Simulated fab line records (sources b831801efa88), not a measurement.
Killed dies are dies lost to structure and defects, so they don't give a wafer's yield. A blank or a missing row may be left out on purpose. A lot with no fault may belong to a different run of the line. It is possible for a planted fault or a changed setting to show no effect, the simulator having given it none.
Comparing a struck lot with a sound one	flow sky130	43 steps out of a route of 708
Sound: these wafers, L282.1, L282.5, L282.6. Struck: wafers L285.1, L285.5 (left out: L285.2, a lot-mate that was not struck); the cause follows at the end.
Per side, at each step with rows, come the tool, then ch with its chambers, and then its first start. Under that, the readings that differ: sound wafers	struck wafers	difference of the means	sigmas: that difference in standard deviations of wafers without a fault.
alike: words and numbers the same on both sides, and readings whose means are apart by under 2 such deviations; not compared: readings that were withheld, readings missing a value for some wafer, numbers with overlapping values and no deviation given by the record, and bounds like >300 which may hide the same value.
A row with sigmas, a row that says differs or no value, or rows on one side alone: a step with any of these is where the two part. Numbers that don't overlap but have no deviation are shown without sigmas and don't part them. A reading missing from all wafers of one side parts the sides only when that side holds two or more wafers.

first, 8 steps without rows for these wafers: SKY_POLY_CUT_DEHYDRATE_00 (time 60 s); SKY_POLY_CUT_HMDS_01 (prime time 60 s); SKY_POLY_CUT_COAT_02 (resist thk 60 nm); SKY_POLY_CUT_COAT_03 (resist thk 450 nm); SKY_POLY_CUT_SOFTBAKE_04 (time 90 s); SKY_POLY_CUT_EXPOSE_05 (exposes mask NPCM, target cd 270 nm); SKY_POLY_CUT_PEB_06; SKY_POLY_CUT_DEVELOP_07 (develop time 60 s).
SKY_POLY_CUT_CD_MEAS_08: the cd target is 270 nm.
  sound on cdSem-02 at day 25 15:49; struck on cdSem-02 at day 26 06:15
  alike: cdNm
SKY_POLY_CUT_OVL_MEAS_09:
  sound on overlay-02 at day 25 15:56; struck on overlay-02 at day 26 06:22
  alike: POLY_CUT_OVL
SKY_POLY_CUT_ETCH_10: etches BARC in N2/H2, stops on SiO2, time 45.9 s, target depth 60 nm.
  sound on rieDiel-03 ch 0,2,3, day 25 15:59; struck on rieDiel-02 ch 0,1, day 26 06:25
  alike: drypumpMotorCurrentA, oesProductAu, throttleValvePct
  not compared: rfHoursCounterH
SKY_POLY_CUT_ETCH_11: etches Si3N4 in CF4/CH2F2/Ar, stops on poly-Si, time 42.5 s, target depth 60 nm.
  sound on rieDiel-03 ch 0,2,3, day 25 16:01; struck on rieDiel-02 ch 0,1, day 26 06:27
  alike: drypumpMotorCurrentA, oesProductAu, throttleValvePct
  not compared: rfHoursCounterH
SKY_POLY_CUT_STRIP_12: strips in O2/N2.
  sound on plasmaAsher-02 ch 0,1, day 25 16:04; struck on plasmaAsher-01 ch 1, day 26 06:29
  alike: drypumpMotorCurrentA, oesProductAu, stripTimeToEndpointS
  not compared: rfHoursCounterH
then, 7 steps without rows for these wafers: SKY_SD_P_DEHYDRATE_00 (time 60 s); SKY_SD_P_HMDS_01 (prime time 60 s); SKY_SD_P_COAT_02 (resist thk 1140 nm); SKY_SD_P_SOFTBAKE_03 (time 60 s); SKY_SD_P_EXPOSE_04 (exposes mask PSDM, target cd 380 nm); SKY_SD_P_PEB_05; SKY_SD_P_DEVELOP_06 (develop time 60 s).
SKY_SD_P_CD_MEAS_07: the cd target is 380 nm.
  sound on cdSem-01 at day 26 21:17; struck on cdSem-02 at day 27 10:26
  alike: cdNm
SKY_SD_P_OVL_MEAS_08:
  sound on overlay-02 at day 26 21:24; struck on overlay-01 at day 27 10:33
  alike: SD_P_OVL
following that, these wafers have no rows for 1 step: SKY_SD_P_IMPLANT_09.
SKY_SD_P_STRIP_10: strips in O2/N2.
  sound on plasmaAsher-03 ch 0,1, day 26 21:35; struck on plasmaAsher-04 ch 0,1, day 27 10:44
reading	sound	struck	difference	sigmas
stripTimeToEndpointS (s)	17.55 17.52 17.53	17.43 17.40	-0.12	-3
  alike: drypumpMotorCurrentA, oesProductAu
  not compared: rfHoursCounterH
SKY_SD_P_TW_MEAS_11:
  sound on filmMetro-02 at day 26 21:41; struck on filmMetro-01 at day 27 10:50
  alike: SD_P_TW
then, 8 steps without rows for these wafers: SKY_RES_XHIGH_DEHYDRATE_00 (time 60 s); SKY_RES_XHIGH_HMDS_01 (prime time 60 s); SKY_RES_XHIGH_COAT_02 (resist thk 1140 nm); SKY_RES_XHIGH_SOFTBAKE_03 (time 60 s); SKY_RES_XHIGH_EXPOSE_04 (exposes mask URPM, target cd 1270 nm); SKY_RES_XHIGH_PEB_05; SKY_RES_XHIGH_DEVELOP_06 (develop time 60 s); SKY_RES_XHIGH_IMPLANT_07.
SKY_RES_XHIGH_STRIP_08: strips in O2/N2.
  sound on plasmaAsher-01 ch 0,1, day 28 02:23; struck on plasmaAsher-02 ch 0,1, day 28 15:43
  alike: drypumpMotorCurrentA, oesProductAu, stripTimeToEndpointS
  not compared: rfHoursCounterH
SKY_RES_XHIGH_TW_MEAS_09:
  sound on filmMetro-02 at day 28 02:29; struck on filmMetro-01 at day 28 15:49
  alike: RES_XHIGH_TW
then, 7 steps without rows for these wafers: SKY_SD_N_DEHYDRATE_00 (time 60 s); SKY_SD_N_HMDS_01 (prime time 60 s); SKY_SD_N_COAT_02 (resist thk 1140 nm); SKY_SD_N_SOFTBAKE_03 (time 60 s); SKY_SD_N_EXPOSE_04 (exposes mask NSDM, target cd 380 nm); SKY_SD_N_PEB_05; SKY_SD_N_DEVELOP_06 (develop time 60 s).
-- a jump in the record: the struck wafers' starts before and after are 19 days apart (it breaks off in module SD_N and resumes in module PAD_OPEN, where the first step shown is number 708 of the route) --
SKY_PAD_OPEN_PROBE_99:
  sound on prober-02 at day 46 21:16; struck on prober-01 at day 47 07:31
reading	sound	struck	difference	sigmas
killedAtFrontEnd	12 9 18	52 51	+38	+9
killedDies	92 72 101	116 120	+30	+3
killedOnRim	16 13 23	24 34	+12	+3
  alike: killed_at_M0_to_M3, killed_at_M4_up, killedAtContacts, killedAtOther, killedOpen, killedShort

## WHERE THEY PART
Last at SKY_PAD_OPEN_PROBE_99 as far as this record goes, first at SKY_SD_P_STRIP_10.

WHY: the cause the simulator had injected
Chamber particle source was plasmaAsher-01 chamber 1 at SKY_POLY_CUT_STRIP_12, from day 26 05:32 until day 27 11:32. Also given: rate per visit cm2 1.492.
